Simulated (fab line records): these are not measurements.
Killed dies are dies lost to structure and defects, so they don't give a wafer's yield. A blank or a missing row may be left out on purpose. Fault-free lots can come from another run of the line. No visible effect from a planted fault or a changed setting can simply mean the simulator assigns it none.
Struck lot and sound lot, side by side | flow gf180mcu | 19 steps out of a route of 602
Sound: wafers L920.1, L920.3, L920.5. Wafers L925.4, L925.5, L925.6 were the ones struck. The cause is named last.
Per side, at each step with rows, come the tool, then ch with its chambers, and then its first start. Under that, the readings that differ: sound wafers | struck wafers | difference of the means | sigmas: that difference in standard deviations of wafers without a fault.
alike: same words and numbers on both sides, and readings whose means sit less than 2 such deviations apart. not compared: any withheld reading, any reading some wafer has no value for, any bound like >300 that may hide the same value, and any number with overlapping values for which the record gives no deviation.
A row with sigmas, a row that says differs or no value, or rows on one side alone: a step with any of these is where the two part. Numbers that don't overlap but have no deviation are shown without sigmas and don't part them. A reading missing from all wafers of one side parts the sides only when that side holds two or more wafers.

GF_M4_STRIP_17: strips in O2/N2.
  sound on plasma_asher-01 ch 0,1, day 24 21:19; struck on plasma_asher-01 ch 0,1, day 26 16:26
  alike: drypump_motor_current_A, heater_power_w, oes_product_au, strip_time_to_endpoint_s
  not compared: rf_hours_counter_h
then, 3 steps without rows for these wafers: GF_M4_STRIP_18 (strips in post etch residue remover, time 1200 s); GF_M4_CLEAN_19 (cleans in DIW); GF_V4_CVD_00 (deposits SiO2, target thk 600 nm, time 100 s).
GF_V4_THK_MEAS_01:
  sound: film_metro-04 at day 24 21:56; struck: film_metro-02 at day 26 17:04
  alike: V4_CVD_00_THK
GF_V4_CVD_02: deposits SiO2 from TEOS, target thk 850 nm, time 94.851 s.
  sound on pecvd-01 ch 0,1, day 24 21:59; struck on pecvd-01 ch 0,1,2, day 26 17:08
  alike: heater_power_w
GF_V4_THK_MEAS_03:
  sound: film_metro-04 at day 24 22:04; struck: film_metro-02 at day 26 17:11
  alike: V4_CVD_02_THK
GF_V4_CMP_04: polishes SiO2.
  sound on cmp-02 ch 0,1,3, day 25 01:32; struck on cmp-02 ch 0,1,3, day 26 17:19
  alike: motor_current_A, time_to_endpoint_s
GF_V4_BOW_MEAS_05:
  sound: film_metro-01 at day 25 01:44; struck: film_metro-02 at day 26 17:35
  alike: V4_BOW
then, 3 steps without rows for these wafers: GF_V4_DEHYDRATE_06 (time 60 s); GF_V4_HMDS_07 (prime time 60 s); GF_V4_COAT_08.
GF_V4_COAT_09: resist thk 1000 nm.
  sound on litho_track-03 ch 0, day 25 11:00; struck on litho_track-03 ch 0, day 27 02:00
  reading                             | sound          | struck            | difference | sigmas
  model.KrF_of_V4_COAT_09.thk_nm (nm) | 1004 1004 1006 | 994.2 989.1 992.2 | -12.8      |
then, 3 steps without rows for these wafers: GF_V4_SOFTBAKE_10 (time 60 s); GF_V4_EXPOSE_11 (exposes mask Via4, target cd 260 nm); GF_V4_PEB_12 (peb time 90 s).
GF_V4_DEVELOP_13: develop time 60 s.
  sound on litho_track-04 ch 0, day 25 22:49; struck on litho_track-01 ch 0, day 27 13:29
  reading                             | sound           | struck            | difference | sigmas
  model.KrF_of_V4_COAT_09.thk_nm (nm) | 989 989.1 990.9 | 979.3 974.2 977.3 | -12.7      |
  alike: developer_temp_C
GF_V4_CD_MEAS_14 targets a cd of 260 nm.
  sound: cd_sem-02 at day 25 22:58; struck: cd_sem-02 at day 27 13:37
  alike: cd_nm
GF_PASSIVATION_PROBE_99:
  the record holds rows for the sound wafers here (prober-02, day 30 10:06) but none for the struck ones

== WHERE THEY PART ==
At GF_PASSIVATION_PROBE_99 and nowhere else, as far as this record goes.

WHY: what had been put in by the simulator
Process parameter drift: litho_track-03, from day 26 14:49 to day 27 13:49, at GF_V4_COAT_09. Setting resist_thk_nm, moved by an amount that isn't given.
